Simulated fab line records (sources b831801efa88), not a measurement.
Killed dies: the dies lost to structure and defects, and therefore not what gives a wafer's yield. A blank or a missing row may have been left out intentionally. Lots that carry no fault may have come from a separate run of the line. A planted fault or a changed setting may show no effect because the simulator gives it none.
Which tool was responsible?    flow sky130    Sampling: 15 lots, 45 wafers, 4 of 708 route steps

## WHAT THE GAUGES SHOWED, per wafer
SKY_VIA1_BOW_MEAS_03. Usual: for VIA1_BOW the level is 80 um and the standard deviation is 7.3.
lot   measured      on             VIA1_BOW (um)  flag
L721  day 32 19:13  film metro-04  87 77 83       
L726  day 34 03:43  film metro-01  84 68 77       
L727  day 34 11:13  film metro-02  80 72 75       
L729  day 35 15:56  film metro-01  79 75 74       
L730  day 35 16:23  film metro-04  81 63 87       
L734  day 37 09:19  film metro-02  57 84 87       
L735  day 37 12:43  film metro-02  80 70 74       
L736  day 37 22:57  film metro-02  87 70 70       
L739  day 38 02:02  film metro-01  80 82 69       
L737  day 38 03:53  film metro-02  75 80 72       
L738  day 38 06:32  film metro-01  85 85 83       
L740  day 38 11:26  film metro-01  76 74 79       
L742  day 39 01:55  film metro-02  90 95 81       
L743  day 39 11:31  film metro-02  80 78 75       
L744  day 39 15:59  film metro-04  64 81 77       

SKY_METAL2_OVL_MEAS_16. Usual: for METAL2_OVL the level is -2 nm and the standard deviation is 5.5.
lot   measured      on          METAL2_OVL (nm)  flag
L721  day 35 02:54  overlay-01  -2 -3 -7         
L726  day 36 09:44  overlay-01  -1 -1 1          
L727  day 36 17:01  overlay-01  1 2 0            
L729  day 37 21:29  overlay-01  8 10 0           
L730  day 37 21:50  overlay-01  -4 -4 -6         
L734  day 39 12:09  overlay-01  -14 0 1          
L735  day 39 16:26  overlay-01  1 -3 3           
L736  day 40 02:05  overlay-01  11 0 5           
L739  day 40 05:10  overlay-01  -7 -8 -9         
L737  day 40 07:06  overlay-01  -6 1 -2          
L738  day 40 10:00  overlay-01  3 7 1            
L740  day 40 14:02  overlay-01  -7 -6 -5         
L742  day 41 04:15  overlay-02  -1 5 -1          
L743  day 41 13:41  overlay-02  -13 -12 -9       
L744  day 41 18:23  overlay-01  1 3 1            

SKY_METAL3_CD_MEAS_13: target cd 300 nm. Usual: 299.3 nm for cd nm, sd 1.4.
lot   measured      on         cd nm (nm)         flag
L721  day 38 12:43  cd sem-01  297.3 296.5 297.4  
L726  day 39 17:31  cd sem-01  300.2 300.2 300.0  
L727  day 40 00:13  cd sem-01  301.1 300.4 302.1  
L729  day 41 01:53  cd sem-02  299.1 300.0 300.7  
L730  day 41 03:02  cd sem-02  299.5 301.8 300.3  
L734  day 42 14:36  cd sem-01  301.7 300.7 300.3  
L735  day 42 18:08  cd sem-02  298.2 298.3 299.2  
L736  day 43 04:59  cd sem-02  298.8 298.6 298.6  
L739  day 43 07:39  cd sem-02  297.6 298.2 297.0  
L737  day 43 09:17  cd sem-02  300.1 299.6 298.4  
L738  day 43 11:26  cd sem-02  298.6 299.0 298.9  
L740  day 43 13:52  cd sem-01  299.9 302.0 301.1  
L742  day 44 04:23  cd sem-01  299.8 300.0 298.1  
L743  day 44 12:10  cd sem-01  297.8 299.5 300.5  
L744  day 44 20:25  cd sem-01  300.7 301.9 300.7  

## TOOL THAT RAN EACH LOT (tool first, then ch and the chambers of the sampled wafers, then the start)
lot   SKY_SD_N_DEVELOP_06
L721  litho track-02 ch 0, day 27 15:22
L726  litho track-01 ch 0, day 29 01:19
L727  litho track-04 ch 0, day 29 10:04
L729  litho track-04 ch 0, day 30 17:35
L730  litho track-04 ch 0, day 30 18:29
L734  litho track-01 ch 0, day 32 13:47
L735  litho track-01 ch 0, day 32 18:02
L736  litho track-02 ch 0, day 33 05:59
L739  litho track-01 ch 0, day 33 08:59
L737  litho track-01 ch 0, day 33 12:14
L738  litho track-02 ch 0, day 33 13:05
L740  litho track-01 ch 0, day 33 19:04
L742  litho track-02 ch 0, day 34 11:40
L743  litho track-02 ch 0, day 34 19:37
L744  litho track-04 ch 0, day 35 02:16
- SKY_SD_N_DEVELOP_06: develop time 60 s.

## AS READ BY THE TOOLS THEMSELVES (means over the sampled wafers that have a number; for cases with no such wafer, the mark the record gives instead)
SKY_SD_N_DEVELOP_06. Usual: 23.01 C for developer temp C, sd 0.1.
lot   tool            developer temp C (C)  flag
L721  litho track-02  22.96                 
L726  litho track-01  23.17                 
L727  litho track-04  22.05                 OFF
L729  litho track-04  22.11                 OFF
L730  litho track-04  22.19                 OFF
L734  litho track-01  23.02                 
L735  litho track-01  23.01                 
L736  litho track-02  22.92                 
L739  litho track-01  22.96                 
L737  litho track-01  23.12                 
L738  litho track-02  23.05                 
L740  litho track-01  23.00                 
L742  litho track-02  23.05                 
L743  litho track-02  22.96                 
L744  litho track-04  23.12                 

## THE ANSWER, worked out from the rows above alone
Rule: lot off if the mean of its wafers having a number is beyond 3 standard deviations from the usual mean. Also off: a lot with no number at a reading for which 4 or more lots have one. The other lots that the step has rows for count as sound. The gauges are gone through in route order, then the tools' own readings, and for those a lot's mean is taken as printed above. At the first step where some lot is off, the reading lying furthest off is the one used; lots without a number count as furthest.
Off: L727, L729, L730 (SKY_SD_N_DEVELOP_06, developer temp C).
If a tool, at that step or one of the process steps before it, ran each lot that is off and ran no sound lot following the first of them, it fits. No candidate that was tried fits.

## WHAT THE SIMULATOR HAD INSERTED
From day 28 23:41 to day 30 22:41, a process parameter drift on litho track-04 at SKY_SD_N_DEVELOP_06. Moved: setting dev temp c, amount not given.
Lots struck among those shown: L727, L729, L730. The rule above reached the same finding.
